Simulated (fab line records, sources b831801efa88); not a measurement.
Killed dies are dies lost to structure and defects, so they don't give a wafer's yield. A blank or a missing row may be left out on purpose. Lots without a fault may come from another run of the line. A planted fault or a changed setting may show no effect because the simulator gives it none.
Which tool did it? | flow sky130 | 13 lots, 39 wafers sampled, at 4 steps of a route of 708

WHAT THE GAUGES READ, wafer by wafer
SKY_CAPM_OVL_MEAS_12.
lot  | measured     | on         | CAPM_OVL (nm)
L161 | day 37 10:20 | overlay-01 | 0.2 -1.3 0.5
L162 | day 37 23:38 | overlay-01 | -1.9 -3.1 -2.1
L164 | day 38 11:50 | overlay-01 | -1.8 0.3 0.4
L165 | day 38 14:15 | overlay-02 | -1.7 -2.2 -1.0
L170 | day 40 10:59 | overlay-01 | -1.3 -0.3 -2.9
L171 | day 40 14:08 | overlay-01 | -4.0 -2.3 -1.5
L172 | day 40 20:08 | overlay-01 | -1.9 0.5 -1.8
L175 | day 42 15:45 | overlay-02 | -2.2 -2.2 -1.1
L177 | day 42 11:59 | overlay-02 | -0.4 -1.1 0.2
L178 | day 43 17:32 | overlay-01 | -2.4 -3.8 -3.5
L179 | day 43 18:08 | overlay-02 | 1.7 -1.4 -1.8
L182 | day 43 19:48 | overlay-01 | -2.1 -1.1 -2.2
L183 | day 44 14:47 | overlay-01 | -1.0 -0.7 -1.9

SKY_METAL3_CD_MEAS_13: target cd 300 nm.
lot  | measured     | on        | cd_nm (nm)
L161 | day 38 12:47 | cd_sem-02 | 300.0 300.2 300.1
L162 | day 39 02:11 | cd_sem-01 | 298.9 300.0 297.9
L164 | day 39 13:40 | cd_sem-01 | 301.1 300.8 300.9
L165 | day 39 15:56 | cd_sem-02 | 296.5 297.2 297.5
L170 | day 41 12:08 | cd_sem-02 | 299.4 300.4 299.9
L171 | day 41 14:59 | cd_sem-01 | 298.7 297.1 297.7
L172 | day 41 21:28 | cd_sem-01 | 299.4 300.3 300.8
L175 | day 43 14:53 | cd_sem-01 | 299.2 299.0 298.7
L177 | day 43 11:31 | cd_sem-01 | 298.6 299.3 299.7
L178 | day 44 17:37 | cd_sem-02 | 300.0 299.7 299.1
L179 | day 44 17:46 | cd_sem-02 | 300.8 298.4 299.3
L182 | day 44 19:17 | cd_sem-02 | 302.4 302.1 301.7
L183 | day 45 13:37 | cd_sem-02 | 300.0 299.0 299.5

WHICH TOOL RAN EACH LOT (tool, then ch and the chambers of the sampled wafers, then the start)
lot  | SKY_FIELD_ISO_ETCH_15             | SKY_CAPM_STRIP_14
L161 | rie_diel-04 ch 0,2, day 2 07:27   | plasma_asher-04 ch 0,1, day 37 10:32
L162 | rie_diel-04 ch 0,3, day 2 11:21   | plasma_asher-01 ch 0,1, day 37 23:45
L164 | rie_diel-02 ch 0,2,3, day 2 19:56 | plasma_asher-04 ch 0,1, day 38 11:57
L165 | rie_diel-01 ch 1,2,3, day 3 04:09 | plasma_asher-04 ch 0,1, day 38 14:22
L170 | rie_diel-04 ch 0,1,2, day 4 05:18 | plasma_asher-04 ch 0,1, day 40 11:06
L171 | rie_diel-04 ch 0,1,3, day 4 08:45 | plasma_asher-03 ch 0,1, day 40 14:15
L172 | rie_diel-04 ch 1,2,3, day 4 13:15 | plasma_asher-04 ch 0,1, day 40 20:15
L175 | rie_diel-04 ch 0,1,2, day 5 05:26 | plasma_asher-04 ch 0,1, day 42 15:51
L177 | rie_diel-02 ch 1,2,3, day 5 16:21 | plasma_asher-01 ch 0,1, day 42 12:06
L178 | rie_diel-01 ch 2,3, day 5 22:52   | plasma_asher-03 ch 0,1, day 43 17:39
L179 | rie_diel-02 ch 0,3, day 6 05:24   | plasma_asher-04 ch 0,1, day 43 18:15
L182 | rie_diel-01 ch 0,1,3, day 6 17:44 | plasma_asher-03 ch 0,1, day 43 19:56
L183 | rie_diel-02 ch 1,2,3, day 7 00:42 | plasma_asher-01 ch 0,1, day 44 14:54
- SKY_FIELD_ISO_ETCH_15: etches the open film in CHF3/O2, stops on Si, target depth 180 nm, time 72 s.
- SKY_CAPM_STRIP_14: strips in O2/N2.

WHAT THE TOOLS THEMSELVES READ (means of the sampled wafers that have a number; where no wafer has one, the mark that the record gives instead)
SKY_FIELD_ISO_ETCH_15.
lot  | tool        | chf3_flow_sccm (sccm) | drypump_motor_current_A (A) | oes_product_au (a.u.) | throttle_valve_pct (%)
L161 | rie_diel-04 | 50.06                 | 5.7                         | 0.946                 | 8.844
L162 | rie_diel-04 | 50.09                 | 5.9                         | 0.943                 | 8.847
L164 | rie_diel-02 | 50.01                 | 5.9                         | 0.942                 | 8.834
L165 | rie_diel-01 | 50.02                 | 5.4                         | 0.941                 | 8.846
L170 | rie_diel-04 | 49.98                 | 5.7                         | 0.939                 | 8.843
L171 | rie_diel-04 | 50.13                 | 5.7                         | 0.944                 | 8.848
L172 | rie_diel-04 | 49.79                 | 5.4                         | 0.944                 | 8.845
L175 | rie_diel-04 | 50.03                 | 5.7                         | 0.943                 | 8.846
L177 | rie_diel-02 | 50.03                 | 5.8                         | 0.948                 | 8.840
L178 | rie_diel-01 | 49.87                 | 5.1                         | 0.951                 | 8.842
L179 | rie_diel-02 | 50.06                 | 6.1                         | 0.953                 | 8.847
L182 | rie_diel-01 | 49.95                 | 5.8                         | 0.957                 | 8.844
L183 | rie_diel-02 | 49.94                 | 5.8                         | 0.933                 | 8.845

SKY_CAPM_STRIP_14.
lot  | tool            | drypump_motor_current_A (A) | oes_product_au (a.u.) | strip_time_to_endpoint_s (s)
L161 | plasma_asher-04 | 5.9                         | 0.707                 | 12.68
L162 | plasma_asher-01 | 6.0                         | 0.713                 | 12.73
L164 | plasma_asher-04 | 5.9                         | 0.712                 | 12.72
L165 | plasma_asher-04 | 6.0                         | 0.711                 | 12.66
L170 | plasma_asher-04 | 6.0                         | 0.712                 | 12.63
L171 | plasma_asher-03 | 5.4                         | 0.713                 | 12.59
L172 | plasma_asher-04 | 5.9                         | 0.713                 | 12.69
L175 | plasma_asher-04 | 6.0                         | 0.710                 | 12.62
L177 | plasma_asher-01 | 6.3                         | 0.709                 | 12.64
L178 | plasma_asher-03 | 5.6                         | 0.708                 | 12.65
L179 | plasma_asher-04 | 6.0                         | 0.711                 | 12.63
L182 | plasma_asher-03 | 5.6                         | 0.711                 | 12.71
L183 | plasma_asher-01 | 6.0                         | 0.712                 | 12.68

THE ANSWER, worked out from the rows above alone
Rule: what is usual is taken from the lots themselves. Put in order of their means at a reading, lots are off if they are a third of the lots or fewer, leave a main group of 4 or more, and stand apart from it by a gap of 3 or more times the standard deviation of the main group's means; of several such gaps the widest counts. A main group whose means are all the same, to the digits that the tables above print for the reading, isn't used. A lot without any number at a reading at which 4 lots or more have one is off too. The other lots that the step has rows for count as sound. The gauges are gone through in route order, then the tools' own readings, and for those a lot's mean is taken as printed above. The first step at which some lot is off is used, and at that step the reading that is off furthest; a lot without a number counts as furthest.
No lot is off at any reading shown: from this, nothing can be told.

WHAT THE SIMULATOR HAD PUT IN
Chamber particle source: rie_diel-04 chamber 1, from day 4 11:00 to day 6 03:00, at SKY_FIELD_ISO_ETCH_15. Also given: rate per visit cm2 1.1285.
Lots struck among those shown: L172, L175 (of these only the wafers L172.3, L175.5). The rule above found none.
